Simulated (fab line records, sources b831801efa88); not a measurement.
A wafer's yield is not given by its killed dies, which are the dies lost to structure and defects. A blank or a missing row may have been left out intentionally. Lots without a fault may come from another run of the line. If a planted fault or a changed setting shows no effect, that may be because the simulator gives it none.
Matching of chambers / flow sky130 / 4 sister chambers for SKY_VIA3_CMP_02 on cmp-01
The step polishes SiO2. 24 wafers are shown with their chamber, then 12 later ones without.

## EACH WAFER AND ITS CHAMBER
wafer=L074.2; chamber=3; motor-current-A (A)=10.3
wafer=L074.3; chamber=1; motor-current-A (A)=13.5
wafer=L074.6; chamber=0; motor-current-A (A)=13.6
wafer=L083.1; chamber=1; motor-current-A (A)=13.3
wafer=L083.2; chamber=2; motor-current-A (A)=11.2
wafer=L083.3; chamber=3; motor-current-A (A)=11.0
wafer=L084.1; chamber=0; motor-current-A (A)=13.0
wafer=L084.2; chamber=2; motor-current-A (A)=11.7
wafer=L084.3; chamber=3; motor-current-A (A)=11.5
wafer=L084.4; chamber=1; motor-current-A (A)=14.1
wafer=L084.5; chamber=0; motor-current-A (A)=13.0
wafer=L084.6; chamber=1; motor-current-A (A)=13.4
wafer=L086.3; chamber=3; motor-current-A (A)=11.3
wafer=L086.5; chamber=0; motor-current-A (A)=12.6
wafer=L086.6; chamber=3; motor-current-A (A)=11.6
wafer=L086.1; chamber=2; motor-current-A (A)=11.9
wafer=L086.2; chamber=1; motor-current-A (A)=13.1
wafer=L086.4; chamber=0; motor-current-A (A)=13.3
wafer=L087.1; chamber=0; motor-current-A (A)=12.7
wafer=L087.2; chamber=2; motor-current-A (A)=11.9
wafer=L087.4; chamber=3; motor-current-A (A)=11.0
wafer=L087.3; chamber=1; motor-current-A (A)=13.5
wafer=L087.5; chamber=2; motor-current-A (A)=11.8
wafer=L087.6; chamber=3; motor-current-A (A)=11.0

SIGNATURES (averages over the wafers above)
reading=motor-current-A; chamber 0=13.033; chamber 1=13.483; chamber 2=11.700; chamber 3=11.100; scatter within a chamber=0.369
Rule: for a wafer and a chamber, the distance is found by dividing, reading by reading, the gap between the wafer's reading and the chamber's mean by the reading's scatter, squaring, summing and taking the root. If the next closest chamber is less than 2 further off than the closest, the wafer can't be placed; otherwise it belongs to the closest. The scatter: the root of (the sum of the squares of (reading less its chamber's mean) over the shown wafers, divided by (wafers less chambers)).

## WAFERS WHOSE CHAMBER IS MISSING
wafer=L094.4; motor-current-A (A)=11.0
wafer=L094.5; motor-current-A (A)=14.5
wafer=L094.6; motor-current-A (A)=13.3
wafer=L097.2; motor-current-A (A)=13.3
wafer=L097.4; motor-current-A (A)=13.2
wafer=L097.6; motor-current-A (A)=14.1
wafer=L096.2; motor-current-A (A)=10.6
wafer=L096.4; motor-current-A (A)=11.9
wafer=L096.5; motor-current-A (A)=12.1
wafer=L096.1; motor-current-A (A)=13.6
wafer=L096.3; motor-current-A (A)=13.2
wafer=L096.6; motor-current-A (A)=11.2

## CHAMBER TAKEN BY EACH
wafer=L094.4; from the rows above=can't be placed: 3 or 2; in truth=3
wafer=L094.5; from the rows above=can't be placed: 1 or 0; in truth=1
wafer=L094.6; from the rows above=can't be placed: 1 or 0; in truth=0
wafer=L097.2; from the rows above=can't be placed: 1 or 0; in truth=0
wafer=L097.4; from the rows above=can't be placed: 0 or 1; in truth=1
wafer=L097.6; from the rows above=can't be placed: 1 or 0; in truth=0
wafer=L096.2; from the rows above=can't be placed: 3 or 2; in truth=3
wafer=L096.4; from the rows above=can't be placed: 2 or 3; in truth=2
wafer=L096.5; from the rows above=can't be placed: 2 or 0 or 3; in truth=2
wafer=L096.1; from the rows above=can't be placed: 1 or 0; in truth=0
wafer=L096.3; from the rows above=can't be placed: 0 or 1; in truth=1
wafer=L096.6; from the rows above=can't be placed: 3 or 2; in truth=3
Correctly placed: 0 of 12. Can't be placed from these rows: 12 (the true chamber is among the candidates in 12). Wrongly placed: 0.
